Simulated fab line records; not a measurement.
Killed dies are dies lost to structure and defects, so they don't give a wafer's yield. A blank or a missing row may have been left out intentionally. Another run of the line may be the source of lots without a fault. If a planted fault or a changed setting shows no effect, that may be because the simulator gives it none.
Struck lot and sound lot, side by side ; flow sfq_line ; 14 out of 325 route steps
Sound: these wafers, L657.1, L657.5, L657.6. Struck: wafer L659.3. (L659.1, L659.6 of the same lot were not struck and are left out.) The cause comes at the end.
Per side, at each step with rows, come the tool, then ch with its chambers, and then its first start. Under that, the readings that differ: sound wafers ; struck wafers ; difference of the means ; sigmas: that difference in standard deviations of wafers without a fault.
alike: a reading whose means differ by less than 2 such deviations, as well as words and numbers matching on both sides. not compared: withheld readings; readings where some wafer has no value; bounds like >300 that might hide an equal value; numbers whose values overlap and for which the record gives no deviation.
A row with sigmas, a row that says differs or no value, or rows on one side alone: a step with any of these is where the two part. Numbers that have no deviation but don't overlap get no sigmas and don't part them. Lack of a reading on every wafer of one side parts them only where that side has two or more wafers.

first, 2 steps without rows for these wafers: SFQ_TRILAYER_I3_VIA_STRIP_SOLV_CLEAN_090 (cleans in NMP, time 600 s); SFQ_TRILAYER_M4_DEP_PRE_CLEAN_092 (time 22.5 s).
SFQ_TRILAYER_M4_DEP_SPUTTER_091: material Nb, target thk 200 nm, time 128.8 s.
  struck on pvd_sputter-05, day 50 22:13; sound on pvd_sputter-05, day 50 17:59
  alike: throttle_valve_pct
SFQ_M4_RS_MEAS_924: measures by four-point-probe.
  struck on film_metro-04, day 50 22:18; sound on film_metro-03, day 50 18:05
  alike: M4_NB_RS
then, 6 steps without rows for these wafers: SFQ_TRILAYER_M4_LITHO_COAT_098 (resist thk 62 nm); SFQ_TRILAYER_M4_LITHO_COAT_093 (resist thk 600 nm); SFQ_TRILAYER_M4_LITHO_SOFTBAKE_097; SFQ_TRILAYER_M4_LITHO_EXPOSE_094 (exposes mask M4, target cd 500 nm); SFQ_TRILAYER_M4_LITHO_PEB_096 (peb time 60 s); SFQ_TRILAYER_M4_LITHO_DEVELOP_095 (time 60 s).
-- the record jumps here: 5 days lie between the struck wafers' starts before and after --
SFQ_M4_OVL_MEAS_926:
  struck on overlay-01, day 55 12:19; sound on overlay-01, day 55 07:31
  alike: M4_OVL
SFQ_TRILAYER_M4_BARC_OPEN_METAL_ETCH_123: etches BARC in O2, target depth 125 nm, time 41.7 s.
  sound on rie_metal-01 ch 0,1, day 55 07:34; struck on rie_metal-01 ch 1, day 55 12:22
reading;sound;struck;difference;sigmas
oes_product_au (a.u.);0.691 0.683 0.683;0.755;+0.069;+15
run_length_s (s);70.2 69.9 69.8;64.4;-5.6;-5
model.KrF_of_TRILAYER_M4_LITHO_COAT_093.thk_nm (nm);523.5 524.8 524.5;527.3;+3.0;
  alike: drypump_motor_current_A
  not compared: rf_hours_counter_h
SFQ_TRILAYER_M4_ETCH_METAL_ETCH_096: etches Nb in Cl2/Ar, stops on SiO2, target depth 240 nm, time 120 s.
  sound on rie_metal-01 ch 0,1, day 55 07:37; struck on rie_metal-01 ch 1, day 55 12:25
reading;sound;struck;difference;sigmas
model.KrF_of_TRILAYER_M4_LITHO_COAT_093.thk_nm (nm);384.2 385.1 382.9;385.7;+1.6;
  alike: drypump_motor_current_A, oes_product_au, run_length_s
  not compared: rf_hours_counter_h
SFQ_TRILAYER_M4_STRIP_STRIP_097: strips in O2.
  sound on rie_metal-01 ch 0,1, day 55 07:44; struck on rie_metal-01 ch 1, day 55 12:32
reading;sound;struck;difference;sigmas
oes_product_au (a.u.);0.979 0.989 1.000;1.019;+0.030;+3
platen_temp_c (C);39.99 40.02 40.25;39.85;-0.24;-2
  alike: drypump_motor_current_A
  not compared: rf_hours_counter_h

== WHERE THEY PART ==
Earliest at SFQ_TRILAYER_M4_BARC_OPEN_METAL_ETCH_123; latest, in this record, at SFQ_TRILAYER_M4_STRIP_STRIP_097.

WHY: what had been put in by the simulator
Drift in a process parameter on rie_metal-01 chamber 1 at SFQ_TRILAYER_M4_BARC_OPEN_METAL_ETCH_123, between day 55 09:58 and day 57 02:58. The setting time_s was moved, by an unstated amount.
